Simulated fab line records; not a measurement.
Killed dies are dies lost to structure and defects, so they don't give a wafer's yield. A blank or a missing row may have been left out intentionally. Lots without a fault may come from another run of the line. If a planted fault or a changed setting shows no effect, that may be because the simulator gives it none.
Which of the tools did it?	flow gf180mcu	Sampling: 10 lots, 30 wafers, 6 of 602 route steps

== WHAT EACH GAUGE READ, for each wafer ==
GF_MIM_RS_MEAS_10: measurement is done with a four-point probe. Usual: for MIM_ALCU_RS the level is 0.1602 ohm/sq and the standard deviation is 0.0018.
lot	measured	on	MIM_ALCU_RS (ohm/sq)	flag
L114	day 24 21:02	filmMetro-04	0.1618 0.1609 0.1619	
L118	day 26 12:28	filmMetro-03	0.1632 0.1611 0.1063 0.1631 0.1606 0.1062	OFF
L121	day 27 08:28	filmMetro-01	0.1590 0.1589 0.1592	
L124	day 28 10:26	filmMetro-03	0.1571 0.1603 0.1569	
L127	day 28 17:52	filmMetro-04	0.1603 0.1622 0.1619	
L129	day 29 14:46	filmMetro-03	0.1627 0.1608 0.1605	
L130	day 29 19:36	filmMetro-04	0.1626 0.1624 0.1616	
L131	day 30 03:56	filmMetro-04	0.1605 0.1609 0.1596	
L132	day 30 08:55	filmMetro-04	0.1600 0.1609 0.1622	
L136	day 31 09:50	filmMetro-03	0.1614 0.1633 0.1627	

GF_MIM_THK_MEAS_11: measures by xrf. Usual: for MIM_ALCU_THK the level is 197.7 nm and the standard deviation is 2.3.
lot	measured	on	MIM_ALCU_THK (nm)	flag
L114	day 24 21:08	filmMetro-04	195.2 196.1 196.4	
L118	day 26 14:34	filmMetro-03	194.6 197.3 293.2 194.5 197.9 293.4	OFF
L121	day 27 08:35	filmMetro-01	198.7 199.0 199.3	
L124	day 28 10:33	filmMetro-03	200.6 197.3 200.7	
L127	day 28 17:58	filmMetro-04	198.0 195.0 194.9	
L129	day 29 14:52	filmMetro-03	195.4 197.1 196.9	
L130	day 29 19:42	filmMetro-04	193.6 193.5 195.5	
L131	day 30 04:02	filmMetro-04	196.4 195.9 198.1	
L132	day 30 09:02	filmMetro-04	197.1 196.3 195.7	
L136	day 31 09:56	filmMetro-03	195.3 193.9 192.8	

== EACH LOT AND THE TOOL THAT RAN IT (in order: tool; ch and the chambers of the sampled wafers; start) ==
lot	GF_M4_STRIP_17	GF_V4_CMP_04	GF_V4_SPUTTER_21	GF_MIM_SPUTTER_08
L114	plasmaAsher-04 ch 0,1, day 23 19:56	cmp-02 ch 0,1,2, day 23 20:47	pvdSputter-02, day 24 19:47	pvdSputter-02, day 24 20:57
L118	plasmaAsher-04 ch 0,1, day 25 12:04	cmp-01 ch 0,1,3, day 25 12:54	pvdSputter-04, day 26 11:20	pvdSputter-02, day 26 12:23
L121	plasmaAsher-04 ch 0,1, day 26 08:37	cmp-01 ch 1,2,3, day 26 09:32	pvdSputter-03, day 27 07:22	pvdSputter-03, day 27 08:25
L124	plasmaAsher-01 ch 0,1, day 27 08:42	cmp-01 ch 0,3, day 27 09:30	pvdSputter-02, day 28 08:07	pvdSputter-01, day 28 10:22
L127	plasmaAsher-04 ch 0,1, day 27 20:26	cmp-02 ch 0,2,3, day 27 21:14	pvdSputter-03, day 28 16:44	pvdSputter-03, day 28 17:47
L129	plasmaAsher-04 ch 0,1, day 28 16:26	cmp-01 ch 1,2,3, day 28 17:21	pvdSputter-04, day 29 13:38	pvdSputter-01, day 29 14:41
L130	plasmaAsher-02 ch 0,1, day 28 21:08	cmp-01 ch 0,1,3, day 28 21:58	pvdSputter-02, day 29 18:27	pvdSputter-02, day 29 19:30
L131	plasmaAsher-02 ch 0,1, day 29 05:37	cmp-01 ch 0,2,3, day 29 06:31	pvdSputter-04, day 30 02:48	pvdSputter-02, day 30 03:51
L132	plasmaAsher-01 ch 0,1, day 29 10:58	cmp-02 ch 0,1,3, day 29 11:49	pvdSputter-03, day 30 07:46	pvdSputter-02, day 30 08:51
L136	plasmaAsher-01 ch 0,1, day 30 12:44	cmp-02 ch 0,2,3, day 30 13:32	pvdSputter-04, day 31 08:42	pvdSputter-02, day 31 09:45
- GF_M4_STRIP_17: strips in O2/N2.
- GF_V4_CMP_04: polishes SiO2.
- GF_V4_SPUTTER_21: material Ti, target thk 15 nm, time 80.02 s.
- GF_MIM_SPUTTER_08: material AlCu, target thk 200 nm, time 10.6 s.

== WHAT THE TOOLS THEMSELVES READ (means of the sampled wafers that have a number; where no wafer has one, the mark that the record gives instead) ==
GF_M4_STRIP_17. Usual: drypumpMotorCurrentA 5.6 A, standard deviation 0.38; heaterPowerW 353 W, standard deviation 28; oesProductAu 0.558 a.u., standard deviation 0.0045; stripTimeToEndpointS 7.87 s, standard deviation 0.04.
lot	tool	drypumpMotorCurrentA (A)	heaterPowerW (W)	oesProductAu (a.u.)	stripTimeToEndpointS (s)	flag
L114	plasmaAsher-04	5.2	350	0.556	7.89	
L118	plasmaAsher-04	5.5	367	0.551	7.81	
L121	plasmaAsher-04	5.5	366	0.560	7.87	
L124	plasmaAsher-01	5.7	364	0.558	7.91	
L127	plasmaAsher-04	5.2	347	0.556	7.82	
L129	plasmaAsher-04	5.5	367	0.555	7.90	
L130	plasmaAsher-02	5.8	351	0.558	7.89	
L131	plasmaAsher-02	5.7	336	0.558	7.84	
L132	plasmaAsher-01	5.7	360	0.559	7.87	
L136	plasmaAsher-01	5.7	343	0.561	7.94	

GF_V4_CMP_04. Usual: motorCurrentA 12.1 A, standard deviation 1.6; timeToEndpointS 78 s, standard deviation 5.8.
lot	tool	motorCurrentA (A)	timeToEndpointS (s)	flag
L114	cmp-02	11.7	79	
L118	cmp-01	11.7	74	
L121	cmp-01	11.8	84	
L124	cmp-01	11.6	81	
L127	cmp-02	12.3	76	
L129	cmp-01	12.2	75	
L130	cmp-01	11.7	74	
L131	cmp-01	11.7	78	
L132	cmp-02	13.1	73	
L136	cmp-02	12.5	74	

GF_V4_SPUTTER_21. Usual: cathodeDcPowerW 2500.0 W, standard deviation 0.49; throttleValvePct 29.5 %, standard deviation 1.
lot	tool	cathodeDcPowerW (W)	throttleValvePct (%)	flag
L114	pvdSputter-02	2499.6	28.4	
L118	pvdSputter-04	2499.9	30.6	
L121	pvdSputter-03	2499.6	30.1	
L124	pvdSputter-02	2500.6	28.8	
L127	pvdSputter-03	2499.8	29.6	
L129	pvdSputter-04	2500.4	29.9	
L130	pvdSputter-02	2500.1	28.8	
L131	pvdSputter-04	2500.1	29.8	
L132	pvdSputter-03	2500.5	29.6	
L136	pvdSputter-04	2500.1	29.0	

GF_MIM_SPUTTER_08. Usual: cathodeDcPowerW 10600 W, standard deviation 2; throttleValvePct 29.2 %, standard deviation 1.
lot	tool	cathodeDcPowerW (W)	throttleValvePct (%)	flag
L114	pvdSputter-02	10599	29.2	
L118	pvdSputter-02	12327	29.1	OFF
L121	pvdSputter-03	10598	30.1	
L124	pvdSputter-01	10599	29.1	
L127	pvdSputter-03	10601	29.4	
L129	pvdSputter-01	10599	30.9	
L130	pvdSputter-02	10600	29.3	
L131	pvdSputter-02	10601	29.2	
L132	pvdSputter-02	10600	28.6	
L136	pvdSputter-02	10600	29.2	

== THE ANSWER, worked out from the rows above alone ==
Rule: a lot is off if the mean of its wafers that have a number lies more than 3 standard deviations from the usual mean. Also off: a lot with no number at a reading for which 4 or more lots have one. Where the step has rows for the other lots, those lots are counted as sound. First the gauges in route order, then the tools' own readings, where a lot's mean is used as printed above. The first step at which some lot is off is used, and at that step the reading that is off furthest; a lot without a number counts as furthest.
Off: L118, at GF_MIM_RS_MEAS_10 (MIM_ALCU_RS).
If a tool, at a process step before that reading, ran all the lots that are off and no sound lot after the first of them, it fits. The gauges at GF_MIM_RS_MEAS_10 aren't tried: what is off there is off at GF_MIM_SPUTTER_08 too, on other tools, and a gauge's error can't cause that. None of those tried fits.

== WHAT HAD BEEN PUT IN BY THE SIMULATOR ==
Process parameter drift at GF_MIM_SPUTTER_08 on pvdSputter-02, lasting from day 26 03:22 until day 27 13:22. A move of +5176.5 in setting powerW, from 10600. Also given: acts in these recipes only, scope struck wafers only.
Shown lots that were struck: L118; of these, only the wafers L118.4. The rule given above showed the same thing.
